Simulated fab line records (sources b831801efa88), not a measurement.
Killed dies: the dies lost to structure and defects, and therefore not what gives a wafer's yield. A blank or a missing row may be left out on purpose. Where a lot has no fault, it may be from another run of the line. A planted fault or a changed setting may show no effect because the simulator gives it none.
fab line records	flow sky130
record lots=11	wafers=33	last-day=50
route steps=708 shown METAL1@453 VIA1@480 METAL2@487 PAD_OPEN@708
lots untouched by any fault: they come from a run of this same line in which no faults occurred
start-h: hours from the record's opening day to when the first of the lot's shown wafers began	wait-h: time in hours since the lot's previous step	" unchanged from the row above	L1.1+2: a row that stands for several wafers	- no value, or no start given	* or withheld: withheld	< > ~ a bound
route shown NAME@n: NAME is a module with steps in the file, n the number in the route of the first one	usual: mean/standard deviation taken from wafers without a fault	same: alike in all rows	chamber/n: place in a boat	sites: each site's reading	_std_site: their standard deviation	_edge_site: inner sites' mean taken away from outer sites' mean	radius-mm: for every site, how far away it sits from the centre of the wafer	mask NAME#n: copy n	behind: the tool/chamber that last shaped the wafer	hold: why the lot was held/for how many hours/how that ended	device: whichever transistor did not switch (one of n, p or np)	end of line: the route-end tests of the same wafers	for a step that has no rows: nothing shown but its recipe	killed: the dies lost at the first sort to structure and to defects; this is not the yield of the wafer	map: a wafer's dies, marking killed ones x, the rest . and places with no die _
set.NAME: the run value of the setting; set.NAME@STEP: its run value at that earlier step	model.NAME: the simulator's own value behind a step, which no gauge read
steps of the route over a sample of lots; a table a step, a row a wafer
services: when a tool's chamber went out of use (start-h, in hours from the record's first day, below 0 if earlier), for how many hours, and the reason
## steps
# step SKY_METAL1_METAL_ETCH_19
# recipe target-depth-a=3600	stop-on=SiO2	over-etch-frac=0.3	time-s=78	chemistry=Cl2/BCl3	resist-sidewall-deg=88	pressure-mtorr=10	icp-w=900	bias-w=48.5	Cl2_flow_sccm=60	bcl3-flow-sccm=30
# usual chamber-pressure-mTorr=9.999/0.0091	drypump-motor-current-A=5.9/0.52	oes-product-au=0.852/0.0062	throttle-valve-pct=22.265/0.0091
# same time-s=78
lot.wafer	tool	chamber	start-h	wait-h	chamber-pressure-mTorr	drypump-motor-current-A	oes-product-au	rf-hours-counter-h	throttle-valve-pct
L200.1	rie-metal-03	1	762.48	0.0	9.988	5.6	0.861	4	22.285
L200.3	"	0	"	"	10.004	6.1	0.848	-	22.278
L200.5	"	0	"	"	10.008	6.1	0.852	-	22.260
L202.2	rie-metal-02	0	780.54	0.0	9.984	6.0	0.842	2	22.253
L202.3	"	1	"	"	9.999	5.4	0.860	-	22.253
L202.4	"	0	"	"	9.997	5.9	0.868	-	22.254
L204.1	rie-metal-02	0	791.44	0.0	9.992	6.0	0.844	3	22.275
L204.5	"	1	"	"	9.993	5.4	0.853	-	22.260
L204.6	"	0	"	"	10.002	6.0	0.844	-	22.258
L210.1	rie-metal-02	0	843.29	0.0	9.993	6.0	0.823	5	22.255
L210.3	"	0	"	"	10.000	6.0	0.830	-	22.276
L210.4	"	1	"	"	9.991	5.4	0.848	-	22.270
L211.2	rie-metal-02	0	848.24	0.0	10.012	6.0	0.833	5	22.271
L211.3	"	1	"	"	9.994	5.4	0.858	-	22.265
L211.5	"	0	"	"	9.994	6.0	0.837	-	22.246
L217.1	rie-metal-01	0	924.29	0.0	10.010	5.4	0.844	11	22.262
L217.5	"	1	"	"	9.973	6.7	0.860	-	22.257
L217.6	"	0	"	"	9.999	5.4	0.868	-	22.264
L218.2	rie-metal-02	0	924.41	0.0	10.004	6.0	0.843	8	22.258
L218.3	"	0	"	"	9.993	6.0	0.866	-	22.277
L218.6	"	0	"	"	10.007	6.0	0.867	-	22.255
L221.3	rie-metal-01	0	925.97	0.1	9.994	5.4	0.851	-	22.262
L221.4	"	1	"	"	9.991	6.7	0.855	-	22.261
L221.5	"	0	"	"	10.009	5.4	0.853	-	22.270
L220.2	rie-metal-03	0	927.84	0.0	9.985	6.1	0.864	13	22.258
L220.3	"	1	"	"	10.001	5.6	0.861	-	22.247
L220.5	"	0	"	"	10.002	6.1	0.854	-	22.266
L222.2	rie-metal-01	1	947.04	0.0	10.000	6.7	0.846	11	22.270
L222.3	"	0	"	"	10.002	5.3	0.845	-	22.276
L222.4	"	1	"	"	10.000	6.7	0.852	-	22.258
L223.4	rie-metal-01	0	951.47	0.1	9.995	5.3	0.848	-	22.266
L223.5	"	0	"	"	9.994	5.3	0.846	-	22.263
L223.6	"	1	"	"	9.998	6.8	0.841	-	22.259
# step SKY_METAL1_STRIP_20
# recipe chemistry=O2/N2	power-w=1400	pressure-mtorr=1500	platen-temp-c=withheld	o2-flow-sccm=3000	n2-flow-sccm=300	overash-fraction=0.5
# usual chamber-pressure-mTorr=1499.9/1.2	drypump-motor-current-A=5.9/0.39	oes-product-au=0.343/0.0047	strip-time-to-endpoint-s=2.70/0.037
lot.wafer	tool	chamber	start-h	wait-h	chamber-pressure-mTorr	drypump-motor-current-A	oes-product-au	rf-hours-counter-h	strip-time-to-endpoint-s
L200.1	plasma-asher-04	0	762.57	0.1	1501.2	5.7	0.343	96	2.71
L200.3	"	0	"	"	1501.4	5.7	0.346	-	2.67
L200.5	"	1	"	"	1501.2	6.1	0.337	-	2.65
L202.2	plasma-asher-01	0	780.63	0.1	1499.0	5.7	0.342	3	2.72
L202.3	"	1	"	"	1499.9	6.6	0.350	-	2.79
L202.4	"	0	"	"	1498.1	5.7	0.353	-	2.69
L204.1	plasma-asher-04	0	791.53	0.1	1499.8	5.8	0.348	99	2.72
L204.5	"	0	"	"	1499.1	5.8	0.344	-	2.82
L204.6	"	1	"	"	1498.9	6.1	0.350	-	2.73
L210.1	plasma-asher-01	0	843.38	0.1	1498.5	5.7	0.378	9	3.37
L210.3	"	1	"	"	1499.5	6.6	0.374	-	3.41
L210.4	"	0	"	"	1498.0	5.7	0.341	-	2.75
L211.2	plasma-asher-01	1	848.33	0.1	1499.1	6.6	0.369	11	3.42
L211.3	"	1	"	"	1501.4	6.6	0.336	-	2.75
L211.5	"	0	"	"	1497.2	5.7	0.376	-	3.38
L217.1	plasma-asher-04	0	924.38	0.1	1499.1	5.7	0.335	112	2.64
L217.5	"	1	"	"	1499.7	6.1	0.345	-	2.69
L217.6	"	0	"	"	1501.0	5.7	0.342	-	2.65
L218.2	plasma-asher-03	0	924.50	0.1	1499.7	5.3	0.331	51	2.70
L218.3	"	0	"	"	1499.9	5.3	0.344	-	2.74
L218.6	"	1	"	"	1500.4	5.7	0.338	-	2.67
L221.3	plasma-asher-04	1	926.06	0.1	1499.6	6.1	0.346	-	2.64
L221.4	"	0	"	"	1500.1	5.8	0.345	-	2.70
L221.5	"	1	"	"	1501.5	6.1	0.350	-	2.64
L220.2	plasma-asher-03	0	927.93	0.1	1501.0	5.3	0.340	52	2.66
L220.3	"	0	"	"	1498.9	5.3	0.354	-	2.71
L220.5	"	1	"	"	1501.8	5.7	0.338	-	2.66
L222.2	plasma-asher-01	0	947.13	0.1	1500.1	5.7	0.340	20	2.72
L222.3	"	1	"	"	1500.2	6.6	0.337	-	2.67
L222.4	"	0	"	"	1500.6	5.7	0.350	-	2.70
L223.4	plasma-asher-01	0	951.56	0.1	1500.5	5.7	0.348	-	2.70
L223.5	"	1	"	"	1501.5	6.5	0.339	-	2.67
L223.6	"	0	"	"	1499.6	5.7	0.341	-	2.75
# step SKY_VIA1_RS_MEAS_22
# recipe thk-meas-gauge=four-point-probe	reads=W_of_VIA1_CVD_21+TiN_of_VIA1_SPUTTER_20
# usual VIA1_W_RS=0.431/0.0044
lot.wafer	tool	chamber	start-h	wait-h	VIA1_W_RS[ohm/sq]
L200.1	film-metro-03	-	791.41	0.1	0.431
L200.3	"	-	"	"	0.437
L200.5	"	-	"	"	0.430
L202.2	film-metro-02	-	809.45	0.1	0.429
L202.3	"	-	"	"	0.430
L202.4	"	-	"	"	0.437
L204.1	film-metro-02	-	820.17	0.1	0.434
L204.5	"	-	"	"	0.431
L204.6	"	-	"	"	0.425
L210.4	film-metro-02	-	871.43	0.1	0.423
L211.3	film-metro-01	-	875.88	0.1	0.429
L217.1	film-metro-01	-	951.05	0.1	0.426
L217.5	"	-	"	"	0.434
L217.6	"	-	"	"	0.425
L218.2	film-metro-03	-	951.31	0.1	0.427
L218.3	"	-	"	"	0.430
L218.6	"	-	"	"	0.431
L221.3	film-metro-02	-	952.71	0.1	0.434
L221.4	"	-	"	"	0.440
L221.5	"	-	"	"	0.435
L220.2	film-metro-03	-	955.00	0.1	0.427
L220.3	"	-	"	"	0.434
L220.5	"	-	"	"	0.433
L222.2	film-metro-03	-	973.63	0.1	0.434
L222.3	"	-	"	"	0.440
L222.4	"	-	"	"	0.428
L223.4	film-metro-02	-	977.94	0.1	0.433
L223.5	"	-	"	"	0.431
L223.6	"	-	"	"	0.426
# step SKY_METAL2_SPUTTER_04
# recipe material=TiN	target-thk-nm=70	power-w=6639	time-s=58.3	chamber-pressure-pa=0.4
# usual chamber-pressure-pa=0.4001/0.00074	throttle-valve-pct=29.6/0.97
# same time-s=58.3
lot.wafer	tool	chamber	start-h	wait-h	chamber-pressure-pa	throttle-valve-pct
L200.1	pvd-sputter-03	-	791.98	0.0	0.3993	29.7
L200.3	"	-	"	"	0.3990	30.9
L200.5	"	-	"	"	0.3995	30.7
L202.2	pvd-sputter-01	-	810.00	0.0	0.3986	28.7
L202.3	"	-	"	"	0.4011	28.8
L202.4	"	-	"	"	0.4013	30.9
L204.1	pvd-sputter-01	-	820.86	0.0	0.4001	28.4
L204.5	"	-	"	"	0.3999	28.3
L204.6	"	-	"	"	0.4003	28.6
L210.4	pvd-sputter-03	-	871.95	0.0	0.4016	30.2
L211.3	pvd-sputter-03	-	876.41	0.0	0.3999	30.0
L217.1	pvd-sputter-02	-	951.64	0.0	0.4002	28.6
L217.5	"	-	"	"	0.4000	28.2
L217.6	"	-	"	"	0.4007	30.8
L218.2	pvd-sputter-03	-	951.90	0.0	0.4003	31.0
L218.3	"	-	"	"	0.3982	30.2
L218.6	"	-	"	"	0.4002	30.9
L221.3	pvd-sputter-01	-	953.36	0.0	0.3996	30.9
L221.4	"	-	"	"	0.3992	28.5
L221.5	"	-	"	"	0.3992	28.5
L220.2	pvd-sputter-03	-	955.55	0.0	0.4001	29.8
L220.3	"	-	"	"	0.3998	30.6
L220.5	"	-	"	"	0.3992	30.0
L222.2	pvd-sputter-02	-	974.18	0.0	0.4001	30.7
L222.3	"	-	"	"	0.3999	30.1
L222.4	"	-	"	"	0.4001	28.7
L223.4	pvd-sputter-03	-	978.63	0.0	0.4006	30.2
L223.5	"	-	"	"	0.3984	31.2
L223.6	"	-	"	"	0.4013	30.5
# step SKY_METAL2_CD_MEAS_15
# recipe target-cd-nm=140
# usual cd-nm=139.3/1.3
lot.wafer	tool	chamber	start-h	wait-h	cd-nm
L200.1	cd-sem-01	-	819.03	-	138.7
L200.3	"	-	"	"	139.6
L200.5	"	-	"	"	139.5
L202.2	cd-sem-01	-	836.04	-	140.2
L202.3	"	-	"	"	140.9
L202.4	"	-	"	"	140.0
L204.1	cd-sem-01	-	847.33	-	138.7
L204.5	"	-	"	"	138.5
L204.6	"	-	"	"	139.8
L210.4	cd-sem-02	-	897.55	-	141.0
L211.3	cd-sem-02	-	902.63	-	140.3
L217.1	cd-sem-02	-	975.92	-	141.9
L217.5	"	-	"	"	141.7
L217.6	"	-	"	"	143.4
L218.2	cd-sem-02	-	976.06	-	137.6
L218.3	"	-	"	"	139.7
L218.6	"	-	"	"	138.0
L221.3	cd-sem-01	-	977.48	-	138.9
L221.4	"	-	"	"	140.6
L221.5	"	-	"	"	139.1
L220.2	cd-sem-02	-	980.54	-	139.4
L220.3	"	-	"	"	138.4
L220.5	"	-	"	"	140.1
L222.2	cd-sem-01	-	997.96	-	137.8
L222.3	"	-	"	"	138.2
L222.4	"	-	"	"	138.3
L223.4	cd-sem-02	-	1001.58	-	139.4
L223.5	"	-	"	"	140.7
L223.6	"	-	"	"	139.9
# step SKY_PAD_OPEN_PROBE_99
# usual defect-limited-yield=83.0/1.9	killed_at_M0_to_M3=43/6.9	killed_at_M4_up=3.1/1.9	killed-at-contacts=24/5.4	killed-at-front-end=14/4.3	killed-at-other=0.3/0.53	killed-dies=84/9.5	killed-on-rim=16/4.1	killed-open=46/6.8	killed-short=38/6	sort_bin_3_pad_short=0.9/0.46	sort_bin_5_function=10.0/1.4	sort_bin_6_memory=6.1/1.1	sort-n-pass=408/9.5	sort-yield-pct=83.0/1.9
# same gross-dies=492	killed-at-back-side=0	sort_bin_4_leakage[%]=0	sort_bin_8_speed[%]=0
lot.wafer	tool	chamber	start-h	wait-h	defect-limited-yield[%]	killed_at_M0_to_M3	killed_at_M4_up	killed-at-contacts	killed-at-front-end	killed-at-other	killed-dies	killed-on-rim	killed-open	killed-short	sort_bin_3_pad_short[%]	sort_bin_5_function[%]	sort_bin_6_memory[%]	sort-n-pass	sort-yield-pct[%]
L200.1	prober-02	-	1075.96	0.1	82.3	49	4	20	14	0	87	23	50	37	0.4	11.2	6.1	405	82.3
L200.3	prober-02	-	1076.06	0.2	85.0	43	2	18	11	0	74	9	35	39	0	10.0	5.1	418	85.0
L200.5	prober-02	-	1076.16	0.2	86.4	32	0	24	11	0	67	15	47	20	0.2	6.9	6.5	425	86.4
L202.2	prober-02	-	1086.22	0.1	80.1	51	4	28	13	2	98	21	57	41	2.0	13.2	4.7	394	80.1
L202.3	prober-02	-	1086.27	0.2	83.1	36	7	26	14	0	83	18	43	40	1.4	10.4	5.1	409	83.1
L202.4	prober-02	-	1086.32	0.2	84.1	32	6	31	9	0	78	18	42	36	1.0	9.3	5.5	414	84.1
L204.1	prober-01	-	1099.30	0.1	83.3	41	4	18	17	2	82	15	43	38	1.2	9.3	6.1	410	83.3
L204.5	prober-01	-	1099.50	0.2	84.3	39	1	20	17	0	77	12	38	37	0.4	9.1	6.1	415	84.3
L204.6	prober-01	-	1099.55	0.2	78.7	46	6	30	23	0	105	22	61	44	1.0	12.6	7.7	387	78.7
L210.1	prober-02	-	1133.90	0.1	0.8	444	4	24	16	0	488	96	44	32	0.8	92.1	6.3	4	0.8
L210.3	prober-02	-	1134.00	0.2	3.0	429	5	27	16	0	477	96	49	43	1.0	89.8	6.1	15	3.0
L210.4	prober-02	-	1134.05	0.2	79.5	55	2	32	11	1	101	18	56	45	0.6	11.6	8.3	391	79.5
L211.2	prober-01	-	1140.86	0.1	4.3	438	2	24	7	0	471	96	47	37	1.4	87.4	6.9	21	4.3
L211.3	prober-01	-	1140.91	0.2	82.5	38	2	28	17	1	86	14	47	38	0.8	9.8	6.9	406	82.5
L211.5	prober-01	-	1141.01	0.2	7.7	417	2	26	9	0	454	96	54	37	0.8	85.6	5.9	38	7.7
L217.1	prober-01	-	1192.94	0.1	85.6	35	2	23	11	0	71	11	44	27	0.2	7.5	6.7	421	85.6
L217.5	prober-01	-	1193.14	0.2	82.7	39	4	35	7	0	85	17	52	33	0.2	10.4	6.7	407	82.7
L217.6	prober-01	-	1193.19	0.2	80.5	54	1	27	14	0	96	14	58	38	0.4	11.6	7.5	396	80.5
L218.2	prober-02	-	1193.79	0.1	85.2	37	4	23	9	0	73	10	40	33	1.0	8.3	5.5	419	85.2
L218.3	prober-02	-	1193.84	0.2	84.8	39	1	20	15	0	75	10	39	35	0.6	9.8	4.9	417	84.8
L218.6	prober-02	-	1193.99	0.2	86.6	27	3	23	13	0	66	17	32	34	0.8	9.3	3.3	426	86.6
L221.3	prober-02	-	1195.84	0.2	86.2	36	2	17	13	0	68	11	39	29	0.2	10.0	3.7	424	86.2
L221.4	prober-02	-	1195.89	0.2	86.6	28	1	27	10	0	66	13	41	25	0.4	7.3	5.7	426	86.6
L221.5	prober-02	-	1195.94	0.2	84.8	34	6	22	13	0	75	14	43	32	0.2	10.0	5.1	417	84.8
L220.2	prober-01	-	1197.96	0.1	79.3	60	4	22	15	1	102	24	55	47	1.4	12.0	7.3	390	79.3
L220.3	prober-01	-	1198.01	0.2	81.1	48	1	33	9	2	93	22	54	38	1.2	11.0	6.7	399	81.1
L220.5	prober-01	-	1198.11	0.2	81.7	50	3	21	14	2	90	19	44	44	1.6	10.8	5.9	402	81.7
L222.2	prober-02	-	1206.70	0.1	82.9	43	1	27	13	0	84	22	46	38	1.2	9.1	6.7	408	82.9
L222.3	prober-02	-	1206.75	0.2	82.7	41	4	24	16	0	85	18	39	46	0.4	10.2	6.7	407	82.7
L222.4	prober-02	-	1206.80	0.2	83.9	44	1	16	18	0	79	17	42	37	0.6	9.1	6.3	413	83.9
L223.4	prober-02	-	1211.40	0.2	85.2	40	3	17	12	1	73	16	40	30	0.2	8.7	5.9	419	85.2
L223.5	prober-02	-	1211.45	0.2	85.2	37	3	21	11	1	73	12	40	32	1.2	8.5	5.1	419	85.2
L223.6	prober-02	-	1211.50	0.2	86.4	45	1	14	7	0	67	13	39	28	1.4	8.1	4.1	425	86.4
# killed by level:class
L200.1 VIA1:geometric-particle:open=11 LI_CONTACT:geometric-particle:open=8 VIA3:geometric-particle:open=7 METAL1:geometric-particle:short=6 VIA2:geometric-particle:open=6 CONTACT:geometric-particle:open=5 VIA1:geometric-particle:short=5 POLY_GATE:geometric-particle:open=4
L200.3 VIA1:geometric-particle:open=9 VIA2:geometric-particle:open=7 METAL2:geometric-particle:short=5 LOCAL_INTERCONNECT:geometric-particle:short=5 VIA1:geometric-particle:short=5 VIA3:geometric-particle:open=5 FIELD_ISO:geometric-particle:short=4 LI_CONTACT:geometric-particle:open=4
L200.5 VIA1:geometric-particle:open=11 CONTACT:geometric-particle:open=9 LI_CONTACT:geometric-particle:open=7 FIELD_ISO:geometric-particle:open=5 VIA1:geometric-particle:short=4 CONTACT:geometric-particle:short=3 VIA3:geometric-particle:open=3 VIA2:geometric-particle:open=3
L202.2 VIA1:geometric-particle:open=14 LI_CONTACT:geometric-particle:open=11 VIA3:geometric-particle:open=11 FIELD_ISO:geometric-particle:short=6 VIA2:geometric-particle:open=6 CONTACT:geometric-particle:short=5 CONTACT:geometric-particle:open=5 VIA1:geometric-particle:short=5
L202.3 VIA1:geometric-particle:open=9 LOCAL_INTERCONNECT:geometric-particle:short=9 VIA3:geometric-particle:open=8 FIELD_ISO:geometric-particle:open=7 LI_CONTACT:geometric-particle:open=7 METAL4:geometric-particle:short=7 CONTACT:geometric-particle:open=5 LI_CONTACT:geometric-particle:short=4
L202.4 CONTACT:geometric-particle:open=11 LOCAL_INTERCONNECT:geometric-particle:short=8 VIA3:geometric-particle:open=7 METAL3:geometric-particle:short=6 LI_CONTACT:geometric-particle:open=5 VIA1:geometric-particle:open=5 METAL1:geometric-particle:short=4 FIELD_ISO:geometric-particle:open=3
L204.1 VIA1:geometric-particle:open=9 CONTACT:geometric-particle:open=7 METAL3:geometric-particle:short=6 VIA3:geometric-particle:open=6 POLY_GATE:geometric-particle:open=5 VIA1:geometric-particle:short=5 FIELD_ISO:geometric-particle:short=4 SPACER:geometric-particle:short=4
L204.5 VIA1:geometric-particle:open=10 CONTACT:geometric-particle:open=9 LOCAL_INTERCONNECT:geometric-particle:short=7 VIA2:geometric-particle:short=5 FIELD_ISO:geometric-particle:short=4 METAL1:geometric-particle:short=4 VIA2:geometric-particle:open=4 SPACER:geometric-particle:short=3
L204.6 CONTACT:geometric-particle:open=16 VIA1:geometric-particle:open=11 VIA2:geometric-particle:open=7 POLY_GATE:geometric-particle:open=6 LI_CONTACT:geometric-particle:open=6 METAL1:geometric-particle:short=6 POLY_GATE:geometric-particle:short=5 VIA1:geometric-particle:short=5
L210.1 METAL1:area-etch=412 LI_CONTACT:geometric-particle:open=10 CONTACT:geometric-particle:open=8 VIA1:geometric-particle:open=8 METAL1:geometric-particle:open=5 METAL1:geometric-particle:short=5 POLY_GATE:geometric-particle:short=4 METAL2:geometric-particle:short=4
L210.3 METAL1:area-etch=385 VIA1:geometric-particle:open=12 LI_CONTACT:geometric-particle:open=9 CONTACT:geometric-particle:open=7 METAL1:geometric-particle:short=7 FIELD_ISO:geometric-particle:short=4 CONTACT:geometric-particle:short=4 POLY_GATE:geometric-particle:short=4
L210.4 VIA1:geometric-particle:open=10 LI_CONTACT:geometric-particle:open=8 VIA3:geometric-particle:open=7 CONTACT:geometric-particle:open=7 CONTACT:geometric-particle:short=6 METAL1:geometric-particle:short=6 METAL2:geometric-particle:short=6 METAL2:geometric-particle:open=6
L211.2 METAL1:area-etch=387 VIA1:geometric-particle:open=15 CONTACT:geometric-particle:open=9 VIA2:geometric-particle:open=9 CONTACT:geometric-particle:short=9 LI_CONTACT:geometric-particle:open=5 METAL1:geometric-particle:short=5 METAL2:geometric-particle:short=5
L211.3 LI_CONTACT:geometric-particle:open=10 VIA2:geometric-particle:open=10 VIA1:geometric-particle:open=8 CONTACT:geometric-particle:open=7 CONTACT:geometric-particle:short=6 VIA1:geometric-particle:short=6 FIELD_ISO:geometric-particle:short=5 POLY_GATE:geometric-particle:short=4
L211.5 METAL1:area-etch=363 VIA1:geometric-particle:open=18 CONTACT:geometric-particle:open=9 VIA3:geometric-particle:open=8 METAL2:geometric-particle:short=7 LI_CONTACT:geometric-particle:short=6 VIA2:geometric-particle:open=6 LI_CONTACT:geometric-particle:open=5
L217.1 VIA1:geometric-particle:open=12 CONTACT:geometric-particle:short=7 CONTACT:geometric-particle:open=7 LI_CONTACT:geometric-particle:open=6 FIELD_ISO:geometric-particle:open=5 VIA1:geometric-particle:short=5 VIA2:geometric-particle:open=5 METAL1:geometric-particle:short=4
L217.5 CONTACT:geometric-particle:open=17 VIA1:geometric-particle:open=10 LI_CONTACT:geometric-particle:open=7 VIA1:geometric-particle:short=7 VIA3:geometric-particle:open=7 METAL2:geometric-particle:short=6 CONTACT:geometric-particle:short=4 LOCAL_INTERCONNECT:geometric-particle:open=3
L217.6 VIA1:geometric-particle:open=12 LI_CONTACT:geometric-particle:open=10 CONTACT:geometric-particle:open=9 VIA2:geometric-particle:open=9 VIA3:geometric-particle:open=7 METAL1:geometric-particle:short=6 FIELD_ISO:geometric-particle:open=5 METAL2:geometric-particle:short=5
L218.2 CONTACT:geometric-particle:open=11 VIA1:geometric-particle:open=7 LI_CONTACT:geometric-particle:open=6 METAL3:geometric-particle:short=6 VIA2:geometric-particle:open=5 LOCAL_INTERCONNECT:geometric-particle:short=4 METAL1:geometric-particle:short=4 METAL2:geometric-particle:short=3
L218.3 POLY_GATE:geometric-particle:open=8 CONTACT:geometric-particle:open=7 VIA3:geometric-particle:open=7 METAL1:geometric-particle:short=6 LI_CONTACT:geometric-particle:short=5 VIA1:geometric-particle:open=5 VIA2:geometric-particle:open=5 METAL3:geometric-particle:short=5
L218.6 VIA2:geometric-particle:open=7 CONTACT:geometric-particle:short=5 CONTACT:geometric-particle:open=5 POLY_GATE:geometric-particle:short=4 LI_CONTACT:geometric-particle:open=4 LOCAL_INTERCONNECT:geometric-particle:short=4 VIA1:geometric-particle:open=4 FIELD_ISO:geometric-particle:open=3
L221.3 VIA1:geometric-particle:open=13 LI_CONTACT:geometric-particle:open=6 FIELD_ISO:geometric-particle:short=5 CONTACT:geometric-particle:short=5 CONTACT:geometric-particle:open=5 VIA2:geometric-particle:open=5 VIA2:geometric-particle:short=4 VIA1:geometric-particle:short=4
L221.4 CONTACT:geometric-particle:open=10 VIA1:geometric-particle:open=6 LI_CONTACT:geometric-particle:open=6 METAL2:geometric-particle:short=6 CONTACT:geometric-particle:short=4 FIELD_ISO:geometric-particle:short=3 FIELD_ISO:geometric-particle:open=3 LOCAL_INTERCONNECT:geometric-particle:short=3
L221.5 VIA1:geometric-particle:open=8 CONTACT:geometric-particle:open=8 LI_CONTACT:geometric-particle:open=6 METAL1:geometric-particle:short=5 METAL2:geometric-particle:short=5 VIA3:geometric-particle:open=4 METAL4:geometric-particle:short=4 FIELD_ISO:geometric-particle:open=3
L220.2 VIA1:geometric-particle:open=18 VIA1:geometric-particle:short=8 CONTACT:geometric-particle:open=8 VIA2:geometric-particle:open=7 METAL2:geometric-particle:short=7 VIA2:geometric-particle:short=6 FIELD_ISO:geometric-particle:open=5 LI_CONTACT:geometric-particle:open=5
L220.3 CONTACT:geometric-particle:open=14 VIA2:geometric-particle:open=10 LI_CONTACT:geometric-particle:open=9 VIA1:geometric-particle:open=7 METAL1:geometric-particle:short=6 VIA3:geometric-particle:open=6 METAL2:geometric-particle:short=5 LI_CONTACT:geometric-particle:short=4
L220.5 VIA1:geometric-particle:open=11 VIA3:geometric-particle:open=9 LI_CONTACT:geometric-particle:open=7 VIA2:geometric-particle:open=7 CONTACT:geometric-particle:open=6 METAL2:geometric-particle:short=5 LOCAL_INTERCONNECT:geometric-particle:short=5 VIA2:geometric-particle:short=5
L222.2 CONTACT:geometric-particle:open=14 VIA1:geometric-particle:open=10 POLY_GATE:geometric-particle:short=6 VIA2:geometric-particle:open=5 LI_CONTACT:geometric-particle:open=5 METAL1:geometric-particle:short=5 METAL2:geometric-particle:short=5 VIA3:geometric-particle:open=5
L222.3 LI_CONTACT:geometric-particle:open=10 CONTACT:geometric-particle:open=9 METAL1:geometric-particle:short=8 METAL2:geometric-particle:short=8 VIA1:geometric-particle:open=7 VIA3:geometric-particle:open=7 POLY_GATE:geometric-particle:short=6 FIELD_ISO:geometric-particle:short=5
L222.4 VIA1:geometric-particle:open=12 CONTACT:geometric-particle:open=7 POLY_GATE:geometric-particle:short=5 METAL2:geometric-particle:short=5 VIA2:geometric-particle:open=5 POLY_GATE:geometric-particle:open=4 METAL1:geometric-particle:short=4 FIELD_ISO:geometric-particle:short=3
L223.4 LI_CONTACT:geometric-particle:open=7 VIA1:geometric-particle:open=7 VIA2:geometric-particle:open=7 VIA3:geometric-particle:open=6 LOCAL_INTERCONNECT:geometric-particle:short=5 VIA1:geometric-particle:short=5 FIELD_ISO:geometric-particle:open=4 METAL1:geometric-particle:short=4
L223.5 VIA1:geometric-particle:open=9 VIA2:geometric-particle:open=6 CONTACT:geometric-particle:short=6 CONTACT:geometric-particle:open=6 VIA3:geometric-particle:open=6 LI_CONTACT:geometric-particle:open=5 VIA3:geometric-particle:short=4 FIELD_ISO:geometric-particle:short=3
L223.6 VIA1:geometric-particle:open=14 VIA3:geometric-particle:open=6 VIA2:geometric-particle:open=5 METAL1:geometric-particle:short=4 METAL2:geometric-particle:short=4 VIA3:geometric-particle:short=4 LI_CONTACT:geometric-particle:open=3 LOCAL_INTERCONNECT:geometric-particle:short=3
## services
tool	chamber	start-h	hours	kind
plasma-asher-01	0	742.75	-	clean
plasma-asher-01	1	742.75	-	clean
plasma-asher-04	-	753.21	0.8	repair
plasma-asher-03	-	801.79	5.6	repair
rie-metal-02	-	805.05	1.4	pm
rie-metal-03	-	843.08	1.7	repair
rie-metal-01	1	843.88	13.7	repair
pvd-sputter-02	0	846.71	-	consumable-replace:kit
pvd-sputter-02	0	846.71	18.0	scheduled-down
pvd-sputter-02	-	850.71	7.7	repair
plasma-asher-03	-	854.29	2.8	pm
rie-metal-02	1	903.32	-	clean
rie-metal-02	1	903.32	13.6	scheduled-down
rie-metal-02	1	903.32	13.6	vent-cycle
plasma-asher-01	-	912.98	1.5	repair
pvd-sputter-03	-	938.90	3.0	repair
pvd-sputter-03	0	942.47	-	consumable-replace:kit
pvd-sputter-03	0	942.47	18.0	scheduled-down
pvd-sputter-03	0	942.47	18.0	vent-cycle
pvd-sputter-01	0	958.13	-	consumable-replace:kit
pvd-sputter-01	0	958.13	18.0	scheduled-down
pvd-sputter-01	0	958.13	18.0	vent-cycle
plasma-asher-01	-	967.23	26.0	repair
pvd-sputter-03	-	974.23	3.2	repair
## key
first-sign step=SKY_METAL1_METAL_ETCH_19	reading=oes-product-au	direction=down	sigmas=3.4	usual=0.852	struck=0.831
effect step=SKY_METAL1_STRIP_20	reading=strip-time-to-endpoint-s	direction=up	sigmas=19	usual=*	struck=*
effect step=SKY_PAD_OPEN_PROBE_99	reading=sort_bin_5_function	direction=up	sigmas=57	usual=10.0	struck=88.7
more-kills-born-at SKY_METAL1_METAL_ETCH_19@rie-metal-02=1547
met-at SKY_METAL1_METAL_ETCH_19
struck-lots L210,L211
struck-wafers L210.1,L210.3,L211.2,L211.5
later-rows-left-out L210.1,L210.3,L211.2,L211.5
not-acting-at SKY_VIA1_RS_MEAS_22,SKY_METAL2_SPUTTER_04,SKY_METAL2_CD_MEAS_15
onset-between 791.44 843.29
fault kind=process-parameter-drift	tool=rie-metal-02	chamber=0	onset-h=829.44	steps=SKY_METAL1_METAL_ETCH_19	channel=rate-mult	offset=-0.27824	shape=step	end-h=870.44
# later-rows-left-out: the simulator's readings of these wafers behind a module that went badly wrong aren't trusted and aren't shown, but for the sort
